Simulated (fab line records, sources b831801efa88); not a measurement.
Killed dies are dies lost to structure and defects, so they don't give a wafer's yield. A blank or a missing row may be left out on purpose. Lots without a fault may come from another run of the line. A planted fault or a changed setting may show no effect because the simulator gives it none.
A struck lot beside a sound one | flow sky130 | 16 steps out of a route of 708
Sound: wafers L188.1, L188.3, L188.4. Struck: wafers L196.1, L196.4, L196.6. The cause comes at the end.
At each step with rows: each side's tool, then ch and its chambers, then its first start. Under that, the readings that differ: sound wafers | struck wafers | difference of the means | sigmas: that difference in standard deviations of wafers without a fault.
alike: readings whose means differ by less than 2 such deviations, and words and numbers that are the same on both sides. not compared: withheld readings, readings that some wafer has no value for, bounds like >300 that may hide the same value, and numbers for which the record gives no deviation and whose values overlap.
The two part at a step that has a row with sigmas, a row that says differs or no value, or rows on one side only. Numbers that don't overlap but have no deviation are shown without sigmas and don't part them. A reading that every wafer of one side lacks parts them only if that side has two wafers or more.

first, 1 step without rows for these wafers: SKY_FIELD_ISO_CVD_03 (deposits Si3N4 from DCS/NH3, target thk 165 nm, time 2830 s).
SKY_FIELD_ISO_THK_MEAS_04:
  sound on film_metro-04, day 1 23:59; struck on film_metro-02, day 3 17:19
  alike: FIELD_ISO_CVD_03_THK
then, 8 steps without rows for these wafers: SKY_FIELD_ISO_DEHYDRATE_05 (time 60 s); SKY_FIELD_ISO_HMDS_06 (prime time 60 s); SKY_FIELD_ISO_COAT_07 (resist thk 60 nm); SKY_FIELD_ISO_COAT_08 (resist thk 450 nm); SKY_FIELD_ISO_SOFTBAKE_09 (time 90 s); SKY_FIELD_ISO_EXPOSE_10 (exposes mask FOM, target cd 150 nm); SKY_FIELD_ISO_PEB_11; SKY_FIELD_ISO_DEVELOP_12 (develop time 60 s).
SKY_FIELD_ISO_CD_MEAS_13: target cd 150 nm.
  sound on cd_sem-01, day 2 14:46; struck on cd_sem-01, day 4 09:25
  reading    | sound             | struck            | difference | sigmas
  cd_nm (nm) | 147.8 148.8 148.6 | 149.9 152.1 151.2 | +2.7       | +2
SKY_FIELD_ISO_ETCH_14: etches BARC in N2/H2, stops on SiO2, time 45.9 s, target depth 60 nm.
  sound on rie_diel-01 ch 0,2,3, day 2 14:53; struck on rie_diel-03 ch 0,1,3, day 4 09:32
  alike: drypump_motor_current_A, oes_product_au, throttle_valve_pct
  not compared: rf_hours_counter_h
SKY_FIELD_ISO_ETCH_15: etches the open film in CHF3/O2, stops on Si, target depth 180 nm, time 72 s.
  sound on rie_diel-01 ch 0,2,3, day 2 14:56; struck on rie_diel-03 ch 0,1,3, day 4 09:35
  reading                                          | sound             | struck            | difference | sigmas
  oes_product_au (a.u.)                            | 0.941 0.944 0.952 | 0.771 0.760 0.754 | -0.184     | -25
  throttle_valve_pct (%)                           | 8.831 8.837 8.846 | 8.794 8.792 8.764 | -0.055     | -5
  model.KrF-thick_of_FIELD_ISO_COAT_08.thk_nm (nm) | 234.5 238.4 231.8 | 294.3 295.9 300.1 | +61.9      |
  model.etch.depth_nm (nm)                         | 163.7 165.1 166.3 | 113.6 112.7 109.3 | -53.2      |
  alike: O2_flow_sccm, drypump_motor_current_A
  not compared: rf_hours_counter_h
SKY_FIELD_ISO_STRIP_16: strips in O2/N2.
  sound on plasma_asher-03 ch 0,1, day 2 14:59; struck on plasma_asher-04 ch 0,1, day 4 09:38
  reading                      | sound             | struck            | difference | sigmas
  oes_product_au (a.u.)        | 0.378 0.375 0.374 | 0.398 0.403 0.411 | +0.028     | +6
  strip_time_to_endpoint_s (s) | 3.53 3.57 3.50    | 4.16 4.18 4.22    | +0.65      | +21
  alike: drypump_motor_current_A
  not compared: rf_hours_counter_h
SKY_FIELD_ISO_ETCH_17: etches Si in HBr/Cl2/O2, target depth 342 nm, time 97.7 s.
  sound on rie_si-02 ch 0,1,2, day 2 15:05; struck on rie_si-01 ch 1,3, day 4 09:44
  reading                     | sound       | struck      | difference | sigmas
  drypump_motor_current_A (A) | 4.7 5.0 5.6 | 5.9 6.0 6.0 | +0.9       | +2
  alike: O2_flow_sccm, oes_product_au, throttle_valve_pct
  not compared: rf_hours_counter_h
-- the record jumps here: 44 days lie between the struck wafers' starts before and after (it left off in module FIELD_ISO and takes up again in module PAD_OPEN, whose first step shown is number 708 of the route) --
SKY_PAD_OPEN_PROBE_99:
  sound on prober-01, day 46 07:58; struck on prober-02, day 48 08:10
  reading             | sound     | struck      | difference | sigmas
  killed_at_front_end | 16 11 17  | 426 417 412 | +404       | +92
  killed_dies         | 87 79 100 | 492 492 492 | +403       | +42
  killed_on_rim       | 14 13 21  | 96 96 96    | +80        | +19
  alike: killed_at_M0_to_M3, killed_at_M4_up, killed_at_contacts, killed_at_other, killed_open, killed_short

WHERE THEY PART
First at SKY_FIELD_ISO_CD_MEAS_13; last, within this record, at SKY_PAD_OPEN_PROBE_99.

WHY: what the simulator had put in
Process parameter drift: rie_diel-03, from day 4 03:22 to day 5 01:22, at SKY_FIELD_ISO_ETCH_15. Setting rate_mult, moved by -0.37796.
